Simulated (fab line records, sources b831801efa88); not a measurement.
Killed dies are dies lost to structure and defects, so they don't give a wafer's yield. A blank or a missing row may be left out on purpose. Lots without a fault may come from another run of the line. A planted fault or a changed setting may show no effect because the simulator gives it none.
Which tool did it? | flow sky130 | 24 lots, 72 wafers sampled, at 6 steps of a route of 708

WHAT THE GAUGES READ, wafer by wafer
SKY_CONTACT_OVL_MEAS_15. Usual: CONTACT_OVL 4 nm, standard deviation 5.2.
lot  | measured     | on         | CONTACT_OVL (nm) | flag
L074 | day 32 05:25 | overlay-01 | 12 11 3          |
L075 | day 32 06:06 | overlay-02 | 1 -2 10          |
L076 | day 32 10:40 | overlay-02 | 3 6 -2           |
L078 | day 33 07:04 | overlay-01 | 8 3 2            |
L077 | day 33 08:49 | overlay-02 | 10 11 7          |
L080 | day 33 15:52 | overlay-01 | 3 2 2            |
L079 | day 33 17:38 | overlay-02 | -4 2 3           |
L081 | day 34 01:22 | overlay-01 | 13 13 11         |
L082 | day 34 02:49 | overlay-01 | -1 0 -3          |
L083 | day 34 15:47 | overlay-01 | 7 4 1            |
L084 | day 34 19:26 | overlay-02 | 7 4 3            |
L085 | day 35 05:34 | overlay-01 | 7 3 10           |
L087 | day 35 13:03 | overlay-02 | 5 7 1            |
L086 | day 35 13:43 | overlay-02 | 1 7 7            |
L088 | day 35 16:01 | overlay-02 | 7 4 10           |
L089 | day 35 20:58 | overlay-01 | 3 -4 4           |
L090 | day 36 09:10 | overlay-02 | 2 12 6           |
L091 | day 37 07:22 | overlay-02 | 4 9 5            |
L092 | day 37 09:04 | overlay-01 | 6 4 5            |
L093 | day 37 17:23 | overlay-01 | 0 6 4            |
L094 | day 37 18:10 | overlay-01 | 0 0 -8           |
L095 | day 38 10:37 | overlay-02 | 9 5 6            |
L096 | day 38 12:13 | overlay-02 | -1 6 -9          |
L097 | day 38 14:13 | overlay-02 | 15 17 16         |

SKY_VIA1_CD_MEAS_12: target cd 150 nm. Usual: cd_nm 149.2 nm, standard deviation 1.4.
lot  | measured     | on        | cd_nm (nm)        | flag
L074 | day 34 14:33 | cd_sem-01 | 149.2 149.4 149.7 |
L075 | day 34 14:42 | cd_sem-01 | 149.4 148.7 150.8 |
L076 | day 34 17:43 | cd_sem-01 | 150.5 151.7 151.3 |
L078 | day 35 14:30 | cd_sem-02 | 151.1 151.5 149.5 |
L077 | day 35 15:57 | cd_sem-01 | 149.3 148.1 149.2 |
L080 | day 36 00:02 | cd_sem-02 | 150.3 149.3 149.2 |
L079 | day 36 01:30 | cd_sem-01 | 145.6 146.8 145.1 |
L081 | day 36 08:18 | cd_sem-02 | 149.0 148.6 148.7 |
L082 | day 36 11:07 | cd_sem-02 | 149.8 150.3 148.3 |
L083 | day 36 23:35 | cd_sem-01 | 149.4 149.7 149.2 |
L084 | day 37 01:58 | cd_sem-01 | 150.6 149.0 148.9 |
L085 | day 37 11:50 | cd_sem-02 | 148.0 148.5 148.1 |
L087 | day 37 19:02 | cd_sem-02 | 148.2 150.6 148.8 |
L086 | day 37 20:35 | cd_sem-02 | 147.2 147.7 147.9 |
L088 | day 37 23:08 | cd_sem-01 | 148.7 148.1 148.8 |
L089 | day 38 04:23 | cd_sem-02 | 150.3 147.7 148.1 |
L090 | day 38 16:11 | cd_sem-01 | 151.3 151.2 150.5 |
L091 | day 39 13:06 | cd_sem-01 | 147.0 146.8 148.6 |
L092 | day 39 14:29 | cd_sem-01 | 148.3 148.5 149.0 |
L093 | day 39 22:23 | cd_sem-01 | 146.8 148.5 147.3 |
L094 | day 40 00:11 | cd_sem-02 | 149.5 148.5 149.0 |
L095 | day 40 14:09 | cd_sem-02 | 147.2 149.2 148.4 |
L096 | day 40 17:01 | cd_sem-02 | 150.6 149.9 151.7 |
L097 | day 40 17:42 | cd_sem-02 | 150.6 151.5 151.3 |

SKY_VIA4_RS_MEAS_19: measures by four-point-probe. Usual: VIA4_W_RS 0.226 ohm/sq, standard deviation 0.0038.
lot  | measured     | on            | VIA4_W_RS (ohm/sq) | flag
L074 | day 43 07:15 | film_metro-04 | 0.226 0.222 0.222  |
L075 | day 43 09:19 | film_metro-04 | 0.231 0.221 0.232  |
L076 | day 43 09:33 | film_metro-02 | 0.225 0.227 0.229  |
L078 | day 44 05:56 | film_metro-04 | 0.219 0.226 0.217  |
L077 | day 44 06:15 | film_metro-03 | 0.216 0.225 0.226  |
L080 | day 44 13:38 | film_metro-02 | 0.224 0.222 0.224  |
L079 | day 44 15:05 | film_metro-04 | 0.220 0.219 0.227  |
L081 | day 44 21:34 | film_metro-04 | 0.227 0.226 0.226  |
L082 | day 45 00:49 | film_metro-04 | 0.221 0.227 0.221  |
L083 | day 45 08:35 | film_metro-02 | 0.228 0.231 0.228  |
L084 | day 45 12:23 | film_metro-04 | 0.220 0.229 0.225  |
L085 | day 45 18:32 | film_metro-04 | 0.232 0.222 0.223  |
L087 | day 46 01:43 | film_metro-04 | 0.227 0.229 0.230  |
L086 | day 46 04:19 | film_metro-02 | 0.223 0.224 0.231  |
L088 | day 46 04:34 | film_metro-04 | 0.223 0.222 0.231  |
L089 | day 46 09:05 | film_metro-04 | 0.230 0.229 0.231  |
L090 | day 46 18:32 | film_metro-04 | 0.221 0.223 0.232  |
L091 | day 47 16:47 | film_metro-02 | 0.232 0.227 0.231  |
L092 | day 47 17:57 | film_metro-02 | 0.225 0.230 0.230  |
L093 | day 47 20:49 | film_metro-03 | 0.223 0.225 0.229  |
L094 | day 47 21:04 | film_metro-03 | 0.231 0.228 0.229  |
L095 | day 48 08:26 | film_metro-02 | 0.226 0.223 0.227  |
L096 | day 48 10:09 | film_metro-03 | 0.231 0.226 0.226  |
L097 | day 48 10:26 | film_metro-03 | 0.224 0.222 0.227  |

WHICH TOOL RAN EACH LOT (tool, then ch and the chambers of the sampled wafers, then the start)
lot  | SKY_LI_CONTACT_ETCH_14             | SKY_VIA2_ETCH_15                   | SKY_METAL3_SPUTTER_01
L074 | rie_diel-01 ch 1,2, day 29 18:56   | rie_diel-04 ch 0,2,3, day 36 21:29 | pvd_sputter-04, day 36 22:50
L075 | rie_diel-02 ch 0,1,3, day 29 19:41 | rie_diel-03 ch 2,3, day 36 22:24   | pvd_sputter-03, day 36 23:50
L076 | rie_diel-01 ch 1,2,3, day 30 01:53 | rie_diel-01 ch 0,2, day 37 00:09   | pvd_sputter-03, day 37 01:30
L078 | rie_diel-02 ch 1,2,3, day 30 22:12 | rie_diel-01 ch 1,2, day 37 22:00   | pvd_sputter-01, day 37 23:21
L077 | rie_diel-02 ch 1,3, day 30 23:20   | rie_diel-03 ch 0,1,3, day 37 22:54 | pvd_sputter-04, day 38 00:15
L080 | rie_diel-04 ch 2,3, day 31 08:00   | rie_diel-03 ch 1,3, day 38 06:45   | pvd_sputter-01, day 38 08:06
L079 | rie_diel-01 ch 0,1, day 31 09:09   | rie_diel-01 ch 0,1, day 38 08:00   | pvd_sputter-03, day 38 09:21
L081 | rie_diel-02 ch 0,1,3, day 31 18:14 | rie_diel-04 ch 1,2,3, day 38 14:59 | pvd_sputter-01, day 38 16:20
L082 | rie_diel-02 ch 0,1,3, day 31 20:02 | rie_diel-03 ch 0,1,3, day 38 18:20 | pvd_sputter-04, day 38 19:41
L083 | rie_diel-02 ch 1,2,3, day 32 07:14 | rie_diel-03 ch 0,2,3, day 39 05:03 | pvd_sputter-04, day 39 06:24
L084 | rie_diel-04 ch 1,2,3, day 32 12:00 | rie_diel-01 ch 0,1,3, day 39 07:56 | pvd_sputter-04, day 39 09:23
L085 | rie_diel-02 ch 0,2, day 32 21:00   | rie_diel-04 ch 0,1,3, day 39 17:09 | pvd_sputter-01, day 39 18:30
L087 | rie_diel-02 ch 0,2,3, day 33 05:29 | rie_diel-03 ch 1,2,3, day 40 00:47 | pvd_sputter-03, day 40 02:08
L086 | rie_diel-01 ch 0,1,3, day 33 05:53 | rie_diel-04 ch 0,1,3, day 40 02:39 | pvd_sputter-03, day 40 04:00
L088 | rie_diel-04 ch 0,1,2, day 33 09:29 | rie_diel-04 ch 1,2,3, day 40 03:47 | pvd_sputter-03, day 40 05:08
L089 | rie_diel-02 ch 0,2,3, day 33 13:59 | rie_diel-04 ch 0,2,3, day 40 09:30 | pvd_sputter-03, day 40 10:51
L090 | rie_diel-04 ch 0,1,2, day 34 01:50 | rie_diel-01 ch 0,2, day 40 20:26   | pvd_sputter-01, day 40 21:55
L091 | rie_diel-04 ch 1,3, day 35 01:23   | rie_diel-03 ch 1,2,3, day 41 17:14 | pvd_sputter-01, day 41 18:50
L092 | rie_diel-01 ch 1,2,3, day 35 03:15 | rie_diel-03 ch 1,2,3, day 41 18:45 | pvd_sputter-03, day 41 20:11
L093 | rie_diel-04 ch 1,2,3, day 35 10:11 | rie_diel-01 ch 0,2, day 42 01:35   | pvd_sputter-01, day 42 03:06
L094 | rie_diel-01 ch 1,2, day 35 10:15   | rie_diel-03 ch 1,2, day 42 03:06   | pvd_sputter-03, day 42 04:53
L095 | rie_diel-02 ch 0,2,3, day 36 03:18 | rie_diel-01 ch 0,1,3, day 42 16:45 | pvd_sputter-04, day 42 18:09
L096 | rie_diel-04 ch 0,1,2, day 36 06:08 | rie_diel-03 ch 0,1, day 42 21:45   | pvd_sputter-03, day 42 23:20
L097 | rie_diel-04 ch 0,1, day 36 07:53   | rie_diel-01 ch 0,2,3, day 42 22:06 | pvd_sputter-04, day 42 23:56
- SKY_LI_CONTACT_ETCH_14: etches BARC in N2/H2, stops on SiO2, time 45.9 s, target depth 60 nm.
- SKY_VIA2_ETCH_15: etches SiO2 in C4F8/O2/Ar, stops on TiN, target depth 546 nm, time 84 s.
- SKY_METAL3_SPUTTER_01: material TiN, target thk 20 nm, time 16.7 s.

WHAT THE TOOLS THEMSELVES READ (means of the sampled wafers that have a number; where no wafer has one, the mark that the record gives instead)
SKY_LI_CONTACT_ETCH_14. Usual: drypump_motor_current_A 5.9 A, standard deviation 0.42; oes_product_au 0.855 a.u., standard deviation 0.0046; throttle_valve_pct 13.225 %, standard deviation 0.01.
lot  | tool        | drypump_motor_current_A (A) | oes_product_au (a.u.) | throttle_valve_pct (%) | flag
L074 | rie_diel-01 | 5.5                         | 0.855                 | 13.224                 |
L075 | rie_diel-02 | 6.1                         | 0.855                 | 13.212                 |
L076 | rie_diel-01 | 5.6                         | 0.859                 | 13.216                 |
L078 | rie_diel-02 | 6.2                         | 0.850                 | 13.227                 |
L077 | rie_diel-02 | 6.2                         | 0.854                 | 13.229                 |
L080 | rie_diel-04 | 5.6                         | 0.854                 | 13.231                 |
L079 | rie_diel-01 | 5.4                         | 0.852                 | 13.228                 |
L081 | rie_diel-02 | 6.1                         | 0.857                 | 13.236                 |
L082 | rie_diel-02 | 6.1                         | 0.857                 | 13.219                 |
L083 | rie_diel-02 | 6.2                         | 0.858                 | 13.224                 |
L084 | rie_diel-04 | 5.6                         | 0.858                 | 13.230                 |
L085 | rie_diel-02 | 6.0                         | 0.853                 | 13.227                 |
L087 | rie_diel-02 | 6.1                         | 0.858                 | 13.219                 |
L086 | rie_diel-01 | 5.4                         | 0.854                 | 13.222                 |
L088 | rie_diel-04 | 5.9                         | 0.853                 | 13.223                 |
L089 | rie_diel-02 | 6.1                         | 0.853                 | 13.222                 |
L090 | rie_diel-04 | 5.8                         | 0.858                 | 13.225                 |
L091 | rie_diel-04 | 5.4                         | 0.855                 | 13.219                 |
L092 | rie_diel-01 | 5.6                         | 0.854                 | 13.232                 |
L093 | rie_diel-04 | 5.7                         | 0.854                 | 13.231                 |
L094 | rie_diel-01 | 5.5                         | 0.850                 | 13.226                 |
L095 | rie_diel-02 | 6.1                         | 0.857                 | 13.225                 |
L096 | rie_diel-04 | 5.8                         | 0.853                 | 13.224                 |
L097 | rie_diel-04 | 5.6                         | 0.861                 | 13.224                 |

SKY_VIA2_ETCH_15. Usual: oes_product_au 0.940 a.u., standard deviation 0.0051.
lot  | tool        | oes_product_au (a.u.) | flag
L074 | rie_diel-04 | 0.942                 |
L075 | rie_diel-03 | 0.940                 |
L076 | rie_diel-01 | 0.939                 |
L078 | rie_diel-01 | 0.933                 |
L077 | rie_diel-03 | 0.938                 |
L080 | rie_diel-03 | 0.938                 |
L079 | rie_diel-01 | 0.938                 |
L081 | rie_diel-04 | 0.941                 |
L082 | rie_diel-03 | 0.940                 |
L083 | rie_diel-03 | 0.940                 |
L084 | rie_diel-01 | 0.938                 |
L085 | rie_diel-04 | 0.941                 |
L087 | rie_diel-03 | 0.940                 |
L086 | rie_diel-04 | 0.944                 |
L088 | rie_diel-04 | 0.940                 |
L089 | rie_diel-04 | 0.940                 |
L090 | rie_diel-01 | 0.944                 |
L091 | rie_diel-03 | 0.932                 |
L092 | rie_diel-03 | 0.941                 |
L093 | rie_diel-01 | 0.945                 |
L094 | rie_diel-03 | 0.941                 |
L095 | rie_diel-01 | 0.940                 |
L096 | rie_diel-03 | 0.936                 |
L097 | rie_diel-01 | 0.941                 |

SKY_METAL3_SPUTTER_01. Usual: throttle_valve_pct 29.6 %, standard deviation 1.3.
lot  | tool           | throttle_valve_pct (%) | flag
L074 | pvd_sputter-04 | 29.8                   |
L075 | pvd_sputter-03 | 28.8                   |
L076 | pvd_sputter-03 | 29.4                   |
L078 | pvd_sputter-01 | 30.3                   |
L077 | pvd_sputter-04 | 30.8                   |
L080 | pvd_sputter-01 | 30.7                   |
L079 | pvd_sputter-03 | 29.4                   |
L081 | pvd_sputter-01 | 30.7                   |
L082 | pvd_sputter-04 | 28.9                   |
L083 | pvd_sputter-04 | 29.7                   |
L084 | pvd_sputter-04 | 29.0                   |
L085 | pvd_sputter-01 | 30.3                   |
L087 | pvd_sputter-03 | 28.6                   |
L086 | pvd_sputter-03 | 29.2                   |
L088 | pvd_sputter-03 | 29.0                   |
L089 | pvd_sputter-03 | 29.9                   |
L090 | pvd_sputter-01 | 30.2                   |
L091 | pvd_sputter-01 | 30.6                   |
L092 | pvd_sputter-03 | 28.5                   |
L093 | pvd_sputter-01 | 30.5                   |
L094 | pvd_sputter-03 | 28.2                   |
L095 | pvd_sputter-04 | 30.5                   |
L096 | pvd_sputter-03 | 29.3                   |
L097 | pvd_sputter-04 | 28.7                   |

THE ANSWER, worked out from the rows above alone
Rule: a lot is off if the mean of its wafers that have a number lies more than 3 standard deviations from the usual mean. A lot without any number at a reading at which 4 lots or more have one is off too. The other lots that the step has rows for count as sound. The gauges are gone through in route order, then the tools' own readings, and for those a lot's mean is taken as printed above. The first step at which some lot is off is used, and at that step the reading that is off furthest; a lot without a number counts as furthest.
No lot is off at any reading shown: from this, nothing can be told.

WHAT THE SIMULATOR HAD PUT IN
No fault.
